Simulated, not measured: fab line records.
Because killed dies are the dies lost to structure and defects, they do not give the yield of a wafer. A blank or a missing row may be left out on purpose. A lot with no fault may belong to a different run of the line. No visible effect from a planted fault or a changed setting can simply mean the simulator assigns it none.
What tool caused it? | flow sky130 | at 1 step of a route of 708, 6 lots with 18 wafers sampled

== WHAT THE GAUGES READ, wafer by wafer ==
SKY_SONOS_ONO_CD_MEAS_13 targets a cd of 410 nm.
lot  | measured     | on        | cd_nm (nm)
L673 | day 13 05:42 | cd_sem-02 | 407.7 408.6 408.3
L674 | day 13 13:41 | cd_sem-02 | 412.0 411.6 409.6
L684 | day 17 01:17 | cd_sem-02 | 412.2 410.8 412.1
L687 | day 18 01:07 | cd_sem-01 | 410.1 407.6 408.7
L690 | day 19 10:10 | cd_sem-01 | 409.0 411.5 411.2
L694 | day 20 12:54 | cd_sem-01 | 409.7 409.6 409.0

== EACH LOT AND THE TOOL THAT RAN IT (in order: tool; ch and the chambers of the sampled wafers; start) ==
No process step before these readings appears in the record.

== THE ANSWER, worked out from the rows above alone ==
Rule: the lots themselves supply what counts as usual. The widest of any qualifying gaps counts: lots, ordered by their means at a reading, are off when they make up no more than a third of the lots, leave a main group of 4 or more, and stand apart from it by 3 or more times the standard deviation of that group's means. The tables above print the reading to a certain number of digits; a main group whose means all agree to those digits is not used. Also off: a lot with no number at a reading for which 4 or more lots have one. The other lots that the step has rows for count as sound.
Nothing can be told from this: no lot is off at any reading shown.

== WHAT WAS PUT IN BY THE SIMULATOR ==
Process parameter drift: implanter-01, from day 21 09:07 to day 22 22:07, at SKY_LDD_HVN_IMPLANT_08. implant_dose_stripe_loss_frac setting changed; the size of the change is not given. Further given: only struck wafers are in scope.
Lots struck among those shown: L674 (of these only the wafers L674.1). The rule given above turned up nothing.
